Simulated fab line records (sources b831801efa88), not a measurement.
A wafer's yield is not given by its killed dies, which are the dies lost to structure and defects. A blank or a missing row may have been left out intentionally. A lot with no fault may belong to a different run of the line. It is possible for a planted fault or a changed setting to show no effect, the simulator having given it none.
fab line records	flow sky130
record lots=14	wafers=42	last_day=50
route steps=708 shown RES_XHIGH@339 PAD_OPEN@708
lots untouched by any fault: they come from a run of this same line in which no faults occurred
start_h: hours from the record's opening day to when the first of the lot's shown wafers began	wait_h: hours elapsed since this lot's preceding step	" same as the row above	L1.1+2: several wafers, shown together as one row	- no value, or no start was given	* or withheld: withheld	< > ~ a bound
route shown NAME@n: a module of which the file shows steps, and the number in the route of the first	usual: average and standard deviation across the fault-free wafers	same: alike in all rows	chamber/n: place in a boat	sites: per-site readings	_std_site: standard deviation across them	_edge_site: outer sites' mean less inner sites'	radius_mm: for every site, how far away it sits from the centre of the wafer	mask NAME#n: copy n	behind: tool/chamber where the wafer was last shaped	hold: why the lot went on hold/how many hours it stayed there/how the hold came to an end	device: names the non-switching transistor (n, p or np)	end of line: tests run on the same wafers once the route is complete	step lacking rows: just its recipe	killed: at the first sort, the dies lost to defects and structure; wafer yield is something else	map: a wafer's dies, marking killed ones x, the rest . and places with no die _
set.NAME: the setting that was run; set.NAME@STEP: the one run at that earlier step	model.NAME: the simulator's own value behind a step, which no gauge read
a sample of lots followed through the steps of the route, with each step as a table and each wafer as a row
services: a tool's chamber out of use, with start hour (start_h, from the record's first day; less than 0 if before it), hours out, and reason
## steps
# step SKY_RES_XHIGH_IMPLANT_07
# recipe species=BF2	energy_kev=20	dose_cm2=3.6e+14	tilt_deg=0
# usual beam_on_s=39.2/1.9	dose_ions_cm2=3.599e+14/4.2e+11	end_station_pressure_torr=5.26e-06/2.6e-07
lot.wafer	tool	chamber	start_h	wait_h	beam_on_s	dose_ions_cm2	end_station_pressure_torr
L731.4	implanter-03	0	601.38	0.1	41.2	3.599e+14	4.9e-06
L731.5	"	0	"	"	39.6	3.599e+14	5.14e-06
L731.6	"	0	"	"	42.4	3.591e+14	5.27e-06
L732.3	implanter-01	0	610.88	0.1	38.6	3.59e+14	5.46e-06
L732.4	"	0	"	"	38.1	3.592e+14	5.12e-06
L732.5	"	0	"	"	37.9	3.596e+14	5.74e-06
L734.3	implanter-03	0	632.41	0.1	43.1	3.599e+14	5.16e-06
L734.4	"	0	"	"	41.3	3.59e+14	4.86e-06
L734.6	"	0	"	"	41.9	3.599e+14	5.38e-06
L735.2	implanter-01	0	641.63	0.1	38.5	3.603e+14	5.07e-06
L735.4	"	0	"	"	38.7	3.599e+14	5.02e-06
L735.6	"	0	"	"	37.2	3.603e+14	5.05e-06
L736.1	implanter-01	0	647.98	0.1	38.7	3.6e+14	5.61e-06
L736.5	"	0	"	"	38.6	3.601e+14	5.11e-06
L736.6	"	0	"	"	38.5	3.599e+14	5.05e-06
L737.1	implanter-02	0	663.33	0.1	38.0	3.6e+14	5.34e-06
L737.4	"	0	"	"	37.1	3.597e+14	5.21e-06
L737.6	"	0	"	"	36.5	3.591e+14	4.92e-06
L739.3	implanter-03	0	681.38	0.1	40.8	3.599e+14	5.57e-06
L739.4	"	0	"	"	42.1	3.6e+14	5.29e-06
L739.6	"	0	"	"	40.4	3.596e+14	5.39e-06
L740.2	implanter-01	0	715.06	0.1	38.5	3.601e+14	5.54e-06
L740.4	"	0	"	"	37.8	3.606e+14	4.83e-06
L740.6	"	0	"	"	37.2	3.604e+14	5.53e-06
L742.1	implanter-03	0	720.95	0.1	41.0	3.595e+14	5.07e-06
L742.4	"	0	"	"	41.6	3.596e+14	5.35e-06
L742.5	"	0	"	"	41.4	3.596e+14	5.07e-06
L744.4	implanter-02	0	726.87	0.1	36.7	3.598e+14	5.09e-06
L744.5	"	0	"	"	37.5	3.603e+14	4.97e-06
L744.6	"	0	"	"	37.8	3.601e+14	5.44e-06
L748.1	implanter-01	0	758.16	0.1	38.3	3.593e+14	5.06e-06
L748.4	"	0	"	"	39.6	3.599e+14	5.22e-06
L748.6	"	0	"	"	39.0	3.595e+14	5.55e-06
L749.2	implanter-03	0	766.02	0.1	21.7	1.825e+14	5.11e-06
L749.4	"	0	"	"	21.4	1.818e+14	5.26e-06
L749.5	"	0	"	"	20.6	1.82e+14	5.3e-06
L753.2	implanter-03	0	790.87	0.1	21.3	1.833e+14	5.34e-06
L753.4	"	0	"	"	21.5	1.829e+14	5.24e-06
L753.6	"	0	"	"	20.4	1.826e+14	5.3e-06
L754.1	implanter-02	0	793.23	0.1	36.6	3.599e+14	5.75e-06
L754.4	"	0	"	"	37.7	3.596e+14	5.23e-06
L754.6	"	0	"	"	37.6	3.599e+14	5.12e-06
# step SKY_RES_XHIGH_TW_MEAS_09
# usual RES_XHIGH_TW=1624/14
lot.wafer	tool	chamber	start_h	wait_h	hold	RES_XHIGH_TW
L731.4	film_metro-01	-	601.59	0.1	-	1620
L731.5	"	-	"	"	-	1620
L731.6	"	-	"	"	-	1624
L732.3	film_metro-03	-	611.10	0.1	-	1639
L732.4	"	-	"	"	-	1646
L732.5	"	-	"	"	-	1639
L734.3	film_metro-01	-	632.63	0.1	-	1636
L734.4	"	-	"	"	-	1636
L734.6	"	-	"	"	-	1644
L735.2	film_metro-01	-	641.87	0.1	-	1634
L735.4	"	-	"	"	-	1629
L735.6	"	-	"	"	-	1631
L736.1	film_metro-02	-	648.23	0.1	-	1604
L736.5	"	-	"	"	-	1592
L736.6	"	-	"	"	-	1609
L737.1	film_metro-03	-	663.58	0.1	-	1635
L737.4	"	-	"	"	-	1643
L737.6	"	-	"	"	-	1635
L739.3	film_metro-03	-	681.60	0.1	-	1632
L739.4	"	-	"	"	-	1632
L739.6	"	-	"	"	-	1618
L740.2	film_metro-03	-	715.29	0.1	-	1635
L740.4	"	-	"	"	-	1628
L740.6	"	-	"	"	-	1623
L742.1	film_metro-03	-	721.20	0.1	-	1623
L742.4	"	-	"	"	-	1626
L742.5	"	-	"	"	-	1641
L744.4	film_metro-03	-	727.08	0.1	-	1640
L744.5	"	-	"	"	-	1633
L744.6	"	-	"	"	-	1633
L748.1	film_metro-01	-	758.41	0.1	-	1647
L748.4	"	-	"	"	-	1640
L748.6	"	-	"	"	-	1631
L749.2	film_metro-01	-	766.26	0.1	await_dispo/0.2h/release	1328
L749.4	"	-	"	"	await_dispo/0.2h/release	1327
L749.5	"	-	"	"	await_dispo/0.2h/release	1331
L749.2	film_metro-01	-	766.49	0.2	-	1321
L749.4	"	-	"	"	-	1328
L749.5	"	-	"	"	-	1334
L753.2	film_metro-02	-	791.11	0.1	await_dispo/0.2h/release	1312
L753.4	"	-	"	"	await_dispo/0.2h/release	1308
L753.6	"	-	"	"	await_dispo/0.2h/release	1308
L753.2	film_metro-02	-	791.34	0.2	-	1313
L753.4	"	-	"	"	-	1316
L753.6	"	-	"	"	-	1310
L754.1	film_metro-02	-	793.48	0.1	-	1600
L754.4	"	-	"	"	-	1599
L754.6	"	-	"	"	-	1612
# step SKY_SD_N_RS_MEAS_18
# recipe thk_meas_gauge=four-point-probe
# usual RES_XHIGH_RS=333.3/1.3
lot.wafer	tool	chamber	start_h	wait_h	hold	RES_XHIGH_RS[ohm/sq]
L731.4	film_metro-02	-	631.70	0.1	-	333.0
L731.5	"	-	"	"	-	334.0
L731.6	"	-	"	"	-	332.6
L732.3	film_metro-03	-	640.58	0.1	-	333.0
L732.4	"	-	"	"	-	333.7
L732.5	"	-	"	"	-	333.4
L734.3	film_metro-02	-	661.83	0.1	-	333.2
L734.4	"	-	"	"	-	332.5
L734.6	"	-	"	"	-	331.6
L735.2	film_metro-01	-	671.25	0.1	-	334.9
L735.4	"	-	"	"	-	335.6
L735.6	"	-	"	"	-	334.7
L736.1	film_metro-02	-	677.58	0.1	-	332.7
L736.5	"	-	"	"	-	334.4
L736.6	"	-	"	"	-	332.7
L737.1	film_metro-01	-	692.80	0.1	-	332.9
L737.4	"	-	"	"	-	331.9
L737.6	"	-	"	"	-	332.3
L739.3	film_metro-03	-	710.38	0.1	-	331.5
L739.4	"	-	"	"	-	331.6
L739.6	"	-	"	"	-	332.5
L740.2	film_metro-02	-	743.05	0.1	-	332.3
L740.4	"	-	"	"	-	333.7
L740.6	"	-	"	"	-	334.9
L742.1	film_metro-03	-	748.49	0.1	-	333.1
L742.4	"	-	"	"	-	332.5
L742.5	"	-	"	"	-	332.3
L744.4	film_metro-02	-	754.28	0.1	-	333.9
L744.5	"	-	"	"	-	334.3
L744.6	"	-	"	"	-	335.2
L748.1	film_metro-02	-	787.28	0.1	-	332.7
L748.4	"	-	"	"	-	331.5
L748.6	"	-	"	"	-	332.5
L749.2	film_metro-02	-	794.33	0.1	await_dispo/0.2h/release	574.1
L749.4	"	-	"	"	await_dispo/0.2h/release	573.8
L749.5	"	-	"	"	await_dispo/0.2h/release	573.1
L749.2	film_metro-02	-	794.62	0.3	-	575.6
L749.4	"	-	"	"	-	571.5
L749.5	"	-	"	"	-	574.0
L753.2	film_metro-02	-	818.57	0.1	await_dispo/0.2h/release	569.8
L753.4	"	-	"	"	await_dispo/0.2h/release	569.1
L753.6	"	-	"	"	await_dispo/0.2h/release	567.6
L753.2	film_metro-02	-	818.86	0.3	-	567.9
L753.4	"	-	"	"	-	570.2
L753.6	"	-	"	"	-	568.6
L754.1	film_metro-01	-	820.59	0.1	-	336.2
L754.4	"	-	"	"	-	334.3
L754.6	"	-	"	"	-	335.3
# step SKY_PAD_OPEN_PROBE_99
# usual defect_limited_yield=82.3/1.8	killed_at_M0_to_M3=44/7.2	killed_at_M4_up=3.1/1.8	killed_at_contacts=24/4.5	killed_at_front_end=16/4.4	killed_at_other=0.2/0.42	killed_dies=87/8.9	killed_on_rim=17/4.1	killed_open=48/6.4	killed_short=39/6.2	sort_bin_3_pad_short=0.9/0.46	sort_bin_5_function=10.5/1.6	sort_bin_6_memory=6.3/1.1	sort_n_pass=405/8.9	sort_yield_pct=82.3/1.8
# same gross_dies=492	killed_at_back_side=0	sort_bin_4_leakage[%]=0	sort_bin_8_speed[%]=0
lot.wafer	tool	chamber	start_h	wait_h	defect_limited_yield[%]	killed_at_M0_to_M3	killed_at_M4_up	killed_at_contacts	killed_at_front_end	killed_at_other	killed_dies	killed_on_rim	killed_open	killed_short	sort_bin_3_pad_short[%]	sort_bin_5_function[%]	sort_bin_6_memory[%]	sort_n_pass	sort_yield_pct[%]
L739.3	prober-01	-	1115.13	0.2	84.1	41	5	22	10	0	78	17	42	36	0.4	9.3	6.1	414	84.1
L739.4	prober-01	-	1115.18	0.2	84.3	34	6	24	13	0	77	12	42	35	1.8	8.3	5.5	415	84.3
L739.6	prober-01	-	1115.28	0.2	82.7	44	4	24	13	0	85	22	45	40	1.4	10.4	5.5	407	82.7
L740.2	prober-02	-	1137.79	0.1	81.1	47	3	21	22	0	93	22	51	42	1.2	11.8	5.9	399	81.1
L744.4	prober-02	-	1144.23	0.2	80.7	56	2	23	14	0	95	21	49	46	1.2	10.6	7.5	397	80.7
L744.6	prober-02	-	1144.33	0.2	83.3	42	6	21	13	0	82	16	49	33	1.0	10.8	4.9	410	83.3
L748.1	prober-02	-	1163.53	0.1	86.6	30	5	17	14	0	66	10	41	25	0.4	6.9	6.1	426	86.6
L748.4	prober-02	-	1163.68	0.2	85.6	43	1	19	8	0	71	14	39	32	1.4	9.1	3.9	421	85.6
L748.6	prober-02	-	1163.78	0.2	83.1	39	4	26	14	0	83	8	47	36	0.8	9.3	6.7	409	83.1
# killed by level:class
L739.3 CONTACT:geometric_particle:open=10 VIA3:geometric_particle:open=9 METAL1:geometric_particle:short=6 LOCAL_INTERCONNECT:geometric_particle:short=5 VIA1:geometric_particle:short=5 METAL2:geometric_particle:short=5 METAL3:geometric_particle:short=5 LI_CONTACT:geometric_particle:open=4
L739.4 CONTACT:geometric_particle:open=11 VIA3:geometric_particle:open=7 FIELD_ISO:geometric_particle:open=6 VIA1:geometric_particle:open=6 METAL1:geometric_particle:short=5 METAL2:geometric_particle:short=4 LI_CONTACT:geometric_particle:short=4 LOCAL_INTERCONNECT:geometric_particle:short=4
L739.6 VIA1:geometric_particle:open=11 VIA2:geometric_particle:open=8 LI_CONTACT:geometric_particle:open=6 CONTACT:geometric_particle:short=6 CONTACT:geometric_particle:open=6 METAL1:geometric_particle:short=6 POLY_GATE:geometric_particle:open=5 FIELD_ISO:geometric_particle:short=4
L740.2 VIA1:geometric_particle:open=18 CONTACT:geometric_particle:open=9 POLY_GATE:geometric_particle:open=7 POLY_GATE:geometric_particle:short=5 LOCAL_INTERCONNECT:geometric_particle:short=5 METAL1:geometric_particle:short=5 VIA3:geometric_particle:open=5 FIELD_ISO:geometric_particle:open=4
L744.4 VIA1:geometric_particle:open=12 VIA2:geometric_particle:open=11 CONTACT:geometric_particle:open=11 METAL1:geometric_particle:short=10 METAL2:geometric_particle:short=6 CONTACT:geometric_particle:short=5 VIA3:geometric_particle:open=5 VIA1:geometric_particle:short=4
L744.6 VIA2:geometric_particle:open=9 VIA1:geometric_particle:open=9 LI_CONTACT:geometric_particle:open=8 LI_CONTACT:geometric_particle:short=7 FIELD_ISO:geometric_particle:short=5 VIA3:geometric_particle:open=5 METAL1:geometric_particle:short=5 CONTACT:geometric_particle:open=4
L748.1 VIA1:geometric_particle:open=8 VIA3:geometric_particle:open=7 LI_CONTACT:geometric_particle:open=6 CONTACT:geometric_particle:open=6 METAL4:geometric_particle:short=5 FIELD_ISO:geometric_particle:open=4 VIA1:geometric_particle:short=4 FIELD_ISO:geometric_particle:short=3
L748.4 VIA1:geometric_particle:open=11 CONTACT:geometric_particle:open=9 METAL2:geometric_particle:short=7 VIA3:geometric_particle:open=6 CONTACT:geometric_particle:short=5 METAL1:geometric_particle:short=5 VIA2:geometric_particle:open=5 FIELD_ISO:geometric_particle:open=4
L748.6 CONTACT:geometric_particle:open=11 LI_CONTACT:geometric_particle:open=8 METAL3:geometric_particle:short=7 VIA1:geometric_particle:short=6 FIELD_ISO:geometric_particle:open=5 VIA2:geometric_particle:short=5 POLY_GATE:geometric_particle:short=4 POLY_GATE:geometric_particle:open=4
## services
tool	chamber	start_h	hours	kind
implanter-02	-	588.60	2.0	repair
implanter-03	-	620.41	1.8	repair
implanter-02	-	658.16	3.7	repair
implanter-02	-	672.90	5.0	repair
implanter-03	-	684.09	5.5	repair
implanter-02	-	700.74	3.8	repair
implanter-01	-	789.30	4.5	repair
## key
first_sign step=SKY_RES_XHIGH_IMPLANT_07	reading=dose_ions_cm2	direction=down	sigmas=99+	usual=*	struck=*
effect step=SKY_RES_XHIGH_IMPLANT_07	reading=beam_on_s	direction=down	sigmas=9.3	usual=39.2	struck=21.2
effect step=SKY_RES_XHIGH_TW_MEAS_09	reading=visit	direction=added
effect step=SKY_RES_XHIGH_TW_MEAS_09	reading=RES_XHIGH_TW	direction=down	sigmas=21	usual=1624	struck=1319
effect step=SKY_SD_N_RS_MEAS_18	reading=visit	direction=added
effect step=SKY_SD_N_RS_MEAS_18	reading=RES_XHIGH_RS	direction=up	sigmas=99+	usual=333.3	struck=571.2
met_at SKY_RES_XHIGH_IMPLANT_07
struck_lots L749,L753
scrapped_behind SKY_SD_N_RS_MEAS_18 L749.2,L749.4,L749.5,L753.2,L753.4,L753.6
onset_between 720.95 766.02
fault kind=process_parameter_drift	tool=implanter-03	chamber=-	onset_h=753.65	steps=SKY_RES_XHIGH_IMPLANT_07	channel=dose_cm2	offset=*	shape=step	end_h=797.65	acts_in=*	stated=*
